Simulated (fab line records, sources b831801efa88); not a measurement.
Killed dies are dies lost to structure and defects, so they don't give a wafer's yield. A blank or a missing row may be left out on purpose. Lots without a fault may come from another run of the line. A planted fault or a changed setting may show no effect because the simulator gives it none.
Tool commonality check | flow sky130 | 12 lots, 36 wafers sampled

WHY IT WAS OPENED
At SKY_LDD_P_TW_MEAS_11 the reading LDD_P_TW is flagged on 1 of 12 lots. Wafers without a fault read 640, standard deviation 3.2.
Rule: a lot is flagged when every wafer of it that has a number lies more than 4 standard deviations from that mean, or none has a number. The other lots count as sound.

lot  | measured     | on            | LDD_P_TW, wafer by wafer | flag
L756 | day 18 12:14 | film_metro-02 | 640 640 644              |
L759 | day 21 07:13 | film_metro-02 | 638 636 638              |
L760 | day 22 00:36 | film_metro-02 | 644 641 642              |
L762 | day 22 04:19 | film_metro-02 | 642 641 647              |
L763 | day 22 13:31 | film_metro-03 | 30 30 30                 | FLAGGED
L772 | day 24 20:23 | film_metro-03 | 637 636 638              |
L773 | day 25 02:43 | film_metro-03 | 635 636 637              |
L774 | day 25 11:07 | film_metro-02 | 643 645 643              |
L775 | day 25 19:01 | film_metro-03 | 638 638 636              |
L776 | day 26 09:28 | film_metro-04 | 640 640 641              |
L777 | day 26 17:22 | film_metro-02 | 638 639 637              |
L778 | day 26 19:31 | film_metro-04 | 638 641 640              |
The numbers of the flagged lots are 30 on average: -610 against the usual, or -99 or more standard deviations.

WHICH TOOL RAN EACH LOT
The record holds 1 process step before the reading, out of a route of 708 steps. In each cell: the tool, then ch and the chambers that the sampled wafers went through, then the start.
lot  | flag    | SKY_LDD_P_EXPOSE_04
L756 |         | iline_stepper-02 ch 0, day 17 21:16
L759 |         | iline_stepper-01 ch 0, day 20 15:11
L760 |         | iline_stepper-02 ch 0, day 21 09:50
L762 |         | iline_stepper-01 ch 0, day 21 13:03
L763 | FLAGGED | iline_stepper-01 ch 0, day 21 22:01
L772 |         | iline_stepper-02 ch 0, day 24 05:28
L773 |         | iline_stepper-01 ch 0, day 24 11:44
L774 |         | iline_stepper-02 ch 0, day 24 20:28
L775 |         | iline_stepper-01 ch 0, day 25 03:51
L776 |         | iline_stepper-01 ch 0, day 25 18:55
L777 |         | iline_stepper-01 ch 0, day 26 02:29
L778 |         | iline_stepper-01 ch 0, day 26 04:41
What these steps do:
- SKY_LDD_P_EXPOSE_04: exposes mask PSDM, target cd 380 nm.
- SKY_LDD_P_TW_MEAS_11

FLAGGED OVER TOTAL, TOOL BY TOOL (the gauges that took the reading come last)
step                 | tool             | lots run | flagged | share of the flagged lots | sound lots run after its first flagged lot
SKY_LDD_P_EXPOSE_04  | iline_stepper-01 | 8        | 1       | all                       | 5 (L773,L775,L776,L777,L778)
SKY_LDD_P_EXPOSE_04  | iline_stepper-02 | 4        | 0       | none                      | -
SKY_LDD_P_TW_MEAS_11 | film_metro-02    | 6        | 0       | none                      | -
SKY_LDD_P_TW_MEAS_11 | film_metro-03    | 4        | 1       | all                       | 3 (L772,L773,L775)
SKY_LDD_P_TW_MEAS_11 | film_metro-04    | 2        | 0       | none                      | -

WHAT THE TABLE ALLOWS
2 rows of the table ran every flagged lot: iline_stepper-01 at SKY_LDD_P_EXPOSE_04, film_metro-03 at SKY_LDD_P_TW_MEAS_11.
- iline_stepper-01 at SKY_LDD_P_EXPOSE_04: 1 of its 8 lots flagged. Sound lots ran on it after the first flagged one (L773, L775, L776, L777, L778), which a lasting fault on the whole tool wouldn't allow.
- film_metro-03 at SKY_LDD_P_TW_MEAS_11: 1 of its 4 lots flagged. Sound lots ran on it after the first flagged one (L772, L773, L775), which a lasting fault on the whole tool wouldn't allow.
No row of the table ran every flagged lot and no sound lot after the first.

WHAT THE SIMULATOR HAD PUT IN
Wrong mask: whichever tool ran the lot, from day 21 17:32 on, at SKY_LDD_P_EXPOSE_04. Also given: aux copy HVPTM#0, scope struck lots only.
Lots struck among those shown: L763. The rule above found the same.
